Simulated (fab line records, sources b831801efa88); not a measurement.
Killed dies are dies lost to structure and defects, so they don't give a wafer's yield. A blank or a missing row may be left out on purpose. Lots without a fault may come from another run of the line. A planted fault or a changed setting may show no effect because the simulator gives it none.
One fault seen from 2 desks | flow sky130 | each desk has only its own numbers; what lay behind them comes last

THE METROLOGY DESK
What the gauges read, lot by lot, whatever tool the lot ran on: means of the sampled wafers that have a number. A lot is out of limits, marked OUT, if its mean lies more than 4 standard deviations from the usual mean; the brackets give that distance.
Columns: A = METAL2_ALCU_RS at SKY_METAL2_RS_MEAS_05, usual 0.1268 ohm/sq; B = METAL2_ALCU_THK at SKY_METAL2_THK_MEAS_06, usual 250 nm
lot  | first seen here | A                | B
L449 | day 33 16:11    | 0.1312           | 242
L450 | day 34 04:33    | 0.1251           | 255
L452 | day 35 17:50    | 0.1288           | 246
L451 | day 35 20:56    | 0.1262           | 250
L454 | day 35 21:00    | 0.1274           | 247
L455 | day 36 01:55    | 0.1273           | 250
L456 | day 36 07:47    | 0.1244           | 253
L457 | day 36 08:36    | 0.1274           | 248
L458 | day 36 16:44    | 0.1266           | 251
L459 | day 37 05:59    | 0.1276           | 250
L462 | day 38 10:11    | 0.1047 (-14) OUT | 331 (+22) OUT
L463 | day 38 12:46    | 0.0957 (-19) OUT | 369 (+32) OUT
L470 | day 40 10:21    | 0.1240           | 256
L472 | day 40 21:22    | 0.1270           | 249
This desk's finding: out of limits on L462, L463; first on L462, day 38 10:11 (METAL2_ALCU_RS at SKY_METAL2_RS_MEAS_05). In limits: L449, L450, L452, L451, L454, L455, L456, L457, L458, L459, L470, L472.

THE TOOL OWNER'S DESK: pvd_sputter-04
The tool's own readings at SKY_METAL2_SPUTTER_02 (material AlCu, target thk 250 nm, time 13.3 s): means of the sampled wafers that have a number, for each lot that ran on this tool. A lot is out of limits, marked OUT, if its mean lies more than 4 standard deviations from the usual mean; the brackets give that distance.
Columns: A = throttle_valve_pct at SKY_METAL2_SPUTTER_02, usual 30.0 %
lot  | first seen here | A
L449 | day 33 16:06    | 31.3
L452 | day 35 17:45    | 29.2
L457 | day 36 08:31    | 29.9
L458 | day 36 16:39    | 29.7
L459 | day 37 05:54    | 29.2
L462 | day 38 10:06    | 31.3
L463 | day 38 12:39    | 32.5
This desk's finding: nothing out of limits on any of the 7 lots.

PUT TOGETHER
The metrology desk could have raised an alarm at day 38 10:11, on L462, L463.
The tool owner's desk saw nothing out of limits.
The tool owner's desk has L462, L463 on record, within its limits.
Of the lots named, all ran SKY_METAL2_SPUTTER_02 on pvd_sputter-04.

WHAT THE SIMULATOR HAD PUT IN
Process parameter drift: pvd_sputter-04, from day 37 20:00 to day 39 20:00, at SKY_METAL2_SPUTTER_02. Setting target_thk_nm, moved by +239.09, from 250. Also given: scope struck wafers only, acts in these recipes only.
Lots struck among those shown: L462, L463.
Hours from the fault's start to each desk's first reading out of limits: the metrology desk, 14.
